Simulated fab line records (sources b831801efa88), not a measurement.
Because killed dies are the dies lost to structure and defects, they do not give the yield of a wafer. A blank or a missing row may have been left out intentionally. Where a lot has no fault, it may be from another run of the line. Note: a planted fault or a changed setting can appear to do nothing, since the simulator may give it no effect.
A single fault, viewed from 2 desks || flow gf180mcu || each desk has only its own numbers; what lay behind them comes last

AT THE METROLOGY DESK
Means of the sampled wafers that have a number, per lot and without regard to the tool the lot ran on: this is what the gauges read. Marked OUT: a lot whose mean sits more than 4 standard deviations from the usual mean, which makes it out of limits; the brackets give that distance.
Columns: A = M3_OVL at GF_M3_OVL_MEAS_15, usual 3 nm; B = V3_CVD_02_THK at GF_V3_THK_MEAS_03, usual 852 nm
{"lot": "L848", "first seen here": "day 21 21:49", "A": 6, "B": 855}
{"lot": "L849", "first seen here": "day 22 10:19", "A": 5, "B": 847}
{"lot": "L851", "first seen here": "day 22 19:28", "A": -2, "B": 850}
{"lot": "L853", "first seen here": "day 23 01:25", "A": 6, "B": 848}
{"lot": "L852", "first seen here": "day 23 05:03", "A": 8, "B": 855}
{"lot": "L854", "first seen here": "day 23 16:19", "A": -0, "B": 849}
{"lot": "L855", "first seen here": "day 24 01:23", "A": 10, "B": 856}
{"lot": "L856", "first seen here": "day 24 07:16", "A": 4, "B": 855}
{"lot": "L857", "first seen here": "day 24 10:40", "A": 5, "B": 857}
{"lot": "L859", "first seen here": "day 25 11:01", "A": 1, "B": 849}
{"lot": "L861", "first seen here": "day 26 00:34", "A": -4, "B": 852}
{"lot": "L862", "first seen here": "day 26 04:57", "A": -1, "B": 853}
{"lot": "L863", "first seen here": "day 26 16:58", "A": -0, "B": 868}
{"lot": "L864", "first seen here": "day 26 20:31", "A": -4, "B": 849}
{"lot": "L871", "first seen here": "day 28 19:55", "A": 1, "B": 841}
This desk found nothing out of limits on any of the 15 lots.

AT THE TOOL OWNER'S DESK: litho_track-01
Per lot that ran on this tool, the mean of the sampled wafers carrying a number, from the tool's own readings at GF_LVPWELL_DEHYDRATE_00 (time 60 s). Marked OUT: a lot whose mean sits more than 4 standard deviations from the usual mean, which makes it out of limits; the brackets give that distance.
Columns: A = run_length_s at GF_LVPWELL_DEHYDRATE_00, usual 89.21 s
{"lot": "L851", "first seen here": "day 4 11:12", "A": 89.32}
{"lot": "L853", "first seen here": "day 4 16:08", "A": 89.13}
{"lot": "L857", "first seen here": "day 5 14:56", "A": 89.25}
{"lot": "L861", "first seen here": "day 6 15:09", "A": "103.40 (+99 or more) OUT"}
{"lot": "L863", "first seen here": "day 7 01:48", "A": "96.22 (+54) OUT"}
{"lot": "L864", "first seen here": "day 7 06:09", "A": "103.47 (+99 or more) OUT"}
This desk's finding: out of limits on L861, L863, L864; first on L861, day 6 15:09 (run_length_s at GF_LVPWELL_DEHYDRATE_00). In limits: L851, L853, L857.

ALL TOGETHER
On L861, L863, L864, at day 6 15:09, an alarm was possible from the tool owner's desk.
At the metrology desk, nothing out of limits was observed.
The metrology desk has L861, L863, L864 on record, within its limits.
Every lot named ran GF_LVPWELL_DEHYDRATE_00 on litho_track-01.

WHAT THE SIMULATOR PUT IN
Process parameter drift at GF_LVPWELL_DEHYDRATE_00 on litho_track-01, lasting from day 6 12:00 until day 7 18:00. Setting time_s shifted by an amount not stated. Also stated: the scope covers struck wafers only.
Lots struck among those shown: L861, L863, L864.
How many hours passed from the start of the fault until each desk's first out-of-limits reading: the tool owner's desk, 3.
